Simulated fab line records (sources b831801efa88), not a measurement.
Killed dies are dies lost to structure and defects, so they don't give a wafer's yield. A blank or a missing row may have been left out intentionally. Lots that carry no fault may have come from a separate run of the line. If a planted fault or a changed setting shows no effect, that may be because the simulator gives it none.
Which of the tools did it? :: flow gf180mcu :: 11 lots with 32 wafers sampled at 5 steps, on a route of 602 steps

## WHAT THE GAUGES SHOWED, per wafer
GF_PASSIVATION_THK_MEAS_01.
lot: L514
measured: day 28 01:41
on: film_metro-04
PASSIVATION_CVD_00_THK (nm): 962 973 989

lot: L515
measured: day 28 04:47
on: film_metro-04
PASSIVATION_CVD_00_THK (nm): 997 1006 999

lot: L518
measured: day 29 07:34
on: film_metro-01
PASSIVATION_CVD_00_THK (nm): 1002 1010 1010

lot: L519
measured: day 29 14:46
on: film_metro-02
PASSIVATION_CVD_00_THK (nm): 969 992 1003

lot: L520
measured: day 29 21:26
on: film_metro-02
PASSIVATION_CVD_00_THK (nm): 1005 984 995

lot: L526
measured: day 31 15:49
on: film_metro-01
PASSIVATION_CVD_00_THK (nm): 982 836

lot: L533
measured: day 33 19:26
on: film_metro-01
PASSIVATION_CVD_00_THK (nm): 985 986 983

lot: L534
measured: day 33 21:57
on: film_metro-02
PASSIVATION_CVD_00_THK (nm): 976 982 983

lot: L535
measured: day 34 01:26
on: film_metro-02
PASSIVATION_CVD_00_THK (nm): 990 994 987

lot: L536
measured: day 34 04:14
on: film_metro-01
PASSIVATION_CVD_00_THK (nm): 994 1020 1001

lot: L537
measured: day 34 07:49
on: film_metro-04
PASSIVATION_CVD_00_THK (nm): 975 982 999

## TOOL THAT RAN EACH LOT (tool first, then ch and the chambers of the sampled wafers, then the start)
lot: L514
GF_MIM_SPUTTER_02: pvd_sputter-02, day 24 10:36
GF_V5_SPUTTER_21: pvd_sputter-04, day 27 03:07
GF_TOP_METAL_SPUTTER_00: pvd_sputter-03, day 27 03:49
GF_PASSIVATION_CVD_00: pecvd-04 ch 1,2, day 28 01:37

lot: L515
GF_MIM_SPUTTER_02: pvd_sputter-03, day 24 14:07
GF_V5_SPUTTER_21: pvd_sputter-02, day 27 07:04
GF_TOP_METAL_SPUTTER_00: pvd_sputter-01, day 27 07:46
GF_PASSIVATION_CVD_00: pecvd-01 ch 0,1, day 28 04:42

lot: L518
GF_MIM_SPUTTER_02: pvd_sputter-03, day 25 20:05
GF_V5_SPUTTER_21: pvd_sputter-02, day 28 11:12
GF_TOP_METAL_SPUTTER_00: pvd_sputter-01, day 28 11:54
GF_PASSIVATION_CVD_00: pecvd-02 ch 0,1,2, day 29 07:29

lot: L519
GF_MIM_SPUTTER_02: pvd_sputter-01, day 26 05:10
GF_V5_SPUTTER_21: pvd_sputter-04, day 28 18:24
GF_TOP_METAL_SPUTTER_00: pvd_sputter-03, day 28 19:06
GF_PASSIVATION_CVD_00: pecvd-01 ch 0,1,2, day 29 14:40

lot: L520
GF_MIM_SPUTTER_02: pvd_sputter-03, day 26 09:57
GF_V5_SPUTTER_21: pvd_sputter-04, day 29 01:20
GF_TOP_METAL_SPUTTER_00: pvd_sputter-01, day 29 02:14
GF_PASSIVATION_CVD_00: pecvd-01 ch 0,1,2, day 29 21:20

lot: L526
GF_MIM_SPUTTER_02: pvd_sputter-03, day 28 09:47
GF_V5_SPUTTER_21: pvd_sputter-04, day 30 20:11
GF_TOP_METAL_SPUTTER_00: pvd_sputter-04, day 30 20:53
GF_PASSIVATION_CVD_00: pecvd-01 ch 0, day 31 15:43

lot: L533
GF_MIM_SPUTTER_02: pvd_sputter-01, day 30 21:35
GF_V5_SPUTTER_21: pvd_sputter-04, day 33 01:54
GF_TOP_METAL_SPUTTER_00: pvd_sputter-04, day 33 02:35
GF_PASSIVATION_CVD_00: pecvd-04 ch 0,1,2, day 33 19:21

lot: L534
GF_MIM_SPUTTER_02: pvd_sputter-01, day 30 23:44
GF_V5_SPUTTER_21: pvd_sputter-02, day 33 04:17
GF_TOP_METAL_SPUTTER_00: pvd_sputter-04, day 33 04:59
GF_PASSIVATION_CVD_00: pecvd-04 ch 0,1,2, day 33 21:53

lot: L535
GF_MIM_SPUTTER_02: pvd_sputter-03, day 31 03:43
GF_V5_SPUTTER_21: pvd_sputter-02, day 33 08:09
GF_TOP_METAL_SPUTTER_00: pvd_sputter-01, day 33 08:51
GF_PASSIVATION_CVD_00: pecvd-04 ch 0,1,2, day 34 01:22

lot: L536
GF_MIM_SPUTTER_02: pvd_sputter-01, day 31 06:39
GF_V5_SPUTTER_21: pvd_sputter-02, day 33 11:11
GF_TOP_METAL_SPUTTER_00: pvd_sputter-04, day 33 11:53
GF_PASSIVATION_CVD_00: pecvd-02 ch 1,2, day 34 04:09

lot: L537
GF_MIM_SPUTTER_02: pvd_sputter-03, day 31 10:26
GF_V5_SPUTTER_21: pvd_sputter-02, day 33 14:29
GF_TOP_METAL_SPUTTER_00: pvd_sputter-04, day 33 15:20
GF_PASSIVATION_CVD_00: pecvd-04 ch 0,1,2, day 34 07:44
- GF_MIM_SPUTTER_02: material AlCu, target thk 450 nm, time 23.9 s.
- GF_V5_SPUTTER_21: material Ti, target thk 15 nm, time 80.02 s.
- GF_TOP_METAL_SPUTTER_00: material Ti, target thk 37.5 nm, time 150 s.
- GF_PASSIVATION_CVD_00: deposits SiO2 from TEOS, target thk 1000 nm, time 111.95 s.

## THE ANSWER, worked out from the rows above alone
Rule: what is usual is taken from the lots themselves. The widest of any qualifying gaps counts: lots, ordered by their means at a reading, are off when they make up no more than a third of the lots, leave a main group of 4 or more, and stand apart from it by 3 or more times the standard deviation of that group's means. A main group whose means are all the same, to the digits that the tables above print for the reading, isn't used. Also off: a lot with no number at a reading for which 4 or more lots have one. The other lots that the step has rows for count as sound.
Off: L526, at GF_PASSIVATION_THK_MEAS_01 (PASSIVATION_CVD_00_THK). Main group: mean 991 nm, sd 10.
If a tool, at a process step before that reading, ran all the lots that are off and no sound lot after the first of them, it fits. Gauges at GF_PASSIVATION_THK_MEAS_01: tried the same way as those tools. One fits: pecvd-01 at GF_PASSIVATION_CVD_00. Its last sound lot is L520 (day 29 21:20), its first lot that is off L526 (day 31 15:43): a fault that began between those two fits.

## WHAT WAS PUT IN BY THE SIMULATOR
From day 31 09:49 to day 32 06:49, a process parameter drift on pecvd-01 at GF_PASSIVATION_CVD_00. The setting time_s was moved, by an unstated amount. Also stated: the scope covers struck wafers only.
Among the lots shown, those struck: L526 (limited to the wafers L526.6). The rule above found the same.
